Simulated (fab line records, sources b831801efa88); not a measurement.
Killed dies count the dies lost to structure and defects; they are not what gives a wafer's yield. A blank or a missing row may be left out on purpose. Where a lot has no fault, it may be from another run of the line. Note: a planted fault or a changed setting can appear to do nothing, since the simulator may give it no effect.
One fault seen from 2 desks || flow gf180mcu || each desk has only its own numbers; what lay behind them comes last

METROLOGY DESK
What the gauges read for every lot (on any tool): the sampled wafers with a number, averaged. Any lot whose mean is over 4 standard deviations away from the usual mean is out of limits and marked OUT; that distance is given in the brackets.
Columns: A = V5_W_THK at GF_V5_THK_MEAS_25, usual 338.0 nm
{"lot": "L639", "first seen here": "day 27 10:41", "A": 340.0}
{"lot": "L640", "first seen here": "day 27 16:48", "A": 334.1}
{"lot": "L641", "first seen here": "day 28 03:49", "A": 338.8}
{"lot": "L642", "first seen here": "day 28 09:34", "A": 340.4}
{"lot": "L644", "first seen here": "day 29 02:16", "A": 342.1}
{"lot": "L645", "first seen here": "day 29 08:48", "A": 342.0}
{"lot": "L646", "first seen here": "day 29 20:51", "A": 337.3}
{"lot": "L648", "first seen here": "day 30 11:12", "A": 339.2}
{"lot": "L652", "first seen here": "day 31 10:55", "A": 340.6}
{"lot": "L653", "first seen here": "day 31 14:50", "A": 339.2}
{"lot": "L655", "first seen here": "day 32 07:45", "A": 341.1}
{"lot": "L658", "first seen here": "day 33 00:03", "A": 334.0}
{"lot": "L661", "first seen here": "day 33 15:43", "A": 338.7}
{"lot": "L662", "first seen here": "day 33 21:32", "A": 337.0}
This desk's verdict: no lot among the 14 shows anything out of limits.

DESK OF THE TOOL OWNER: pvdSputter-02
The tool's own readings at GF_V5_SPUTTER_21 (material Ti, target thk 15 nm, time 80.02 s): means of the sampled wafers that have a number, for each lot that ran on this tool. Any lot whose mean is over 4 standard deviations away from the usual mean is out of limits and marked OUT; that distance is given in the brackets.
Columns: A = throttleValvePct at GF_V5_SPUTTER_21, usual 30.3 %
{"lot": "L639", "first seen here": "day 27 10:20", "A": 29.3}
{"lot": "L648", "first seen here": "day 30 10:52", "A": 29.1}
{"lot": "L652", "first seen here": "day 31 10:34", "A": 30.9}
{"lot": "L653", "first seen here": "day 31 14:29", "A": 30.6}
{"lot": "L655", "first seen here": "day 32 07:25", "A": 29.5}
This desk's verdict: no lot among the 5 shows anything out of limits.

PUT TOGETHER
Metrology desk: nothing out of limits seen.
The tool owner's desk saw nothing out of limits.

WHAT WAS PUT IN BY THE SIMULATOR
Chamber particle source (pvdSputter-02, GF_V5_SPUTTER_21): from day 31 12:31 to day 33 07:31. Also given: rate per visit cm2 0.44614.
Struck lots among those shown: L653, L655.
